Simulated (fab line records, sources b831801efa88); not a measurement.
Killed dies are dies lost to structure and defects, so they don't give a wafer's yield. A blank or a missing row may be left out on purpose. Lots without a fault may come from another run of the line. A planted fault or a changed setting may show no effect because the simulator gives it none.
One fault seen from 2 desks | flow sfq_line | each desk has only its own numbers; what lay behind them comes last

THE TOOL OWNER'S DESK: krf_scanner-02
The tool's own readings at SFQ_TRILAYER_I6_VIA_LITHO_EXPOSE_170 (exposes mask I6, target cd 700 nm): means of the sampled wafers that have a number, for each lot that ran on this tool. A lot is out of limits, marked OUT, if its mean lies more than 4 standard deviations from the usual mean; the brackets give that distance.
Columns: A = stage_vel_mm_s at SFQ_TRILAYER_I6_VIA_LITHO_EXPOSE_170, usual 499.98 mm/s
lot  | first seen here | A
L994 | day 78 11:12    | 499.85
L996 | day 78 17:00    | 500.33
L100 | day 80 05:00    | 500.20
L101 | day 80 06:48    | 499.83
L102 | day 80 09:00    | 499.79
This desk's finding: nothing out of limits on any of the 5 lots.

THE METROLOGY DESK
What the gauges read, lot by lot, whatever tool the lot ran on: means of the sampled wafers that have a number. A lot is out of limits, marked OUT, if its mean lies more than 4 standard deviations from the usual mean; the brackets give that distance.
Columns: A = M6_OVL at SFQ_M6_OVL_MEAS_940, usual 5 nm; B = I6_BOW at SFQ_I6_BOW_MEAS_941, usual 8 um; C = I6_OVL at SFQ_I6_OVL_MEAS_942, usual -1 nm
lot  | first seen here | A | B  | C
L994 | day 74 00:47    | 5 | 0  | -2
L996 | day 74 03:10    | 5 | -3 | 6
L100 | day 75 15:41    | 3 | 11 | 1
L101 | day 75 16:55    | 5 | 20 | -5
L102 | day 75 21:33    | 3 | 13 | 2
L111 | day 78 19:04    | 4 | 14 | -6
L114 | day 79 18:37    | 4 | 6  | 1
This desk's finding: nothing out of limits on any of the 7 lots.

PUT TOGETHER
The tool owner's desk saw nothing out of limits.
The metrology desk saw nothing out of limits.

WHAT THE SIMULATOR HAD PUT IN
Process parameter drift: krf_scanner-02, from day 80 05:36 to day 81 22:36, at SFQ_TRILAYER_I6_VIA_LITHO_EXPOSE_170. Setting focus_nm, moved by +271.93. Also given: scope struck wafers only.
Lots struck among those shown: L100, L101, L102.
